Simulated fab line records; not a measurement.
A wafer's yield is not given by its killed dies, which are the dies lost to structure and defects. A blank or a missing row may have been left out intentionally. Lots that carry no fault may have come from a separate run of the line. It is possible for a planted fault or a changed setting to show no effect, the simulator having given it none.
Struck lot and sound lot, side by side | flow sky130 | 14 steps out of a route of 708
Sound: these wafers, L380.3, L380.5, L380.6. Struck: wafers L386.5, L386.6 (left out: L386.3, a lot-mate that was not struck); the cause follows at the end.
For every step that has rows: the tool of each side, followed by ch and its chambers, followed by its first start. Under that, the readings that differ: sound wafers | struck wafers | difference of the means | sigmas: that difference in standard deviations of wafers without a fault.
alike: words and numbers the same on both sides, and readings whose means are apart by under 2 such deviations; not compared: readings that were withheld, readings missing a value for some wafer, numbers with overlapping values and no deviation given by the record, and bounds like >300 which may hide the same value.
The two part at a step that has a row with sigmas, a row that says differs or no value, or rows on one side only. Numbers that have no deviation but don't overlap get no sigmas and don't part them. A reading missing from all wafers of one side parts the sides only when that side holds two or more wafers.

first, 4 steps without rows for these wafers: SKY_VIA2_STRIP_17 (strips in post etch residue remover, time 1200 s); SKY_VIA2_CLEAN_18 (cleans in IPA, time 180 s); SKY_VIA2_CLEAN_19 (cleans in O3/DIW); SKY_VIA2_SPUTTER_20 (material TiN, target thk 20 nm, time 80 s).
SKY_VIA2_CVD_21: deposits W, target thk 420 nm, time 126.4 s.
  sound on cvd-w-01 ch 0,1, day 39 13:58; struck on cvd-w-01 ch 0,1, day 41 07:16
  alike: heater-power-w
SKY_VIA2_RS_MEAS_22: the measuring method here is four-point-probe.
  sound: film-metro-02 at day 39 14:05; struck: film-metro-02 at day 41 07:24
  alike: VIA2_W_RS
SKY_VIA2_THK_MEAS_23: measures by xrf.
  sound: film-metro-02 at day 39 14:11; struck: film-metro-02 at day 41 07:30
  alike: VIA2_W_THK
SKY_VIA2_CMP_24: polishes, stops on SiO2, t overpolish 20 s, target thk 0 nm.
  sound on cmp-02 ch 0,1,3, day 39 14:23; struck on cmp-02 ch 0,3, day 41 07:38
  alike: motor-current-A, overpolish-run-s, time-to-endpoint-s
SKY_METAL3_SPUTTER_00: material Ti, target thk 15 nm, time 10 s.
  sound: pvd-sputter-01 at day 39 14:32; struck: pvd-sputter-02 at day 41 07:50
  alike: throttle-valve-pct
then, 1 step without rows for these wafers: SKY_METAL3_SPUTTER_01 (material TiN, target thk 20 nm, time 16.7 s).
SKY_METAL3_SPUTTER_02: material AlCu, target thk 735 nm, time 39.1 s.
  sound: pvd-sputter-01 at day 39 14:35; struck: pvd-sputter-02 at day 41 07:53
  alike: throttle-valve-pct
then, 1 step without rows for these wafers: SKY_METAL3_SPUTTER_03 (material Ti, target thk 5 nm, time 3.3 s).
SKY_METAL3_SPUTTER_04: material TiN, target thk 70 nm, time 58.3 s.
  sound: pvd-sputter-01 at day 39 14:38; struck: pvd-sputter-02 at day 41 07:56
  reading                                    | sound             | struck     | difference | sigmas
  model.TiN_of_METAL3_SPUTTER_04.thk-nm (nm) | 69.68 68.64 69.06 | 73.5 73.42 | +4.3       |
  alike: throttle-valve-pct
SKY_CAPM_CVD_00: deposits SiO2, target thk 15.5 nm.
  sound on pecvd-02 ch 0,1, day 39 14:41; struck on pecvd-02 ch 1,2, day 41 07:59
  alike: heater-power-w

WHERE THEY PART
Nowhere in this record.

WHY: the cause the simulator had injected
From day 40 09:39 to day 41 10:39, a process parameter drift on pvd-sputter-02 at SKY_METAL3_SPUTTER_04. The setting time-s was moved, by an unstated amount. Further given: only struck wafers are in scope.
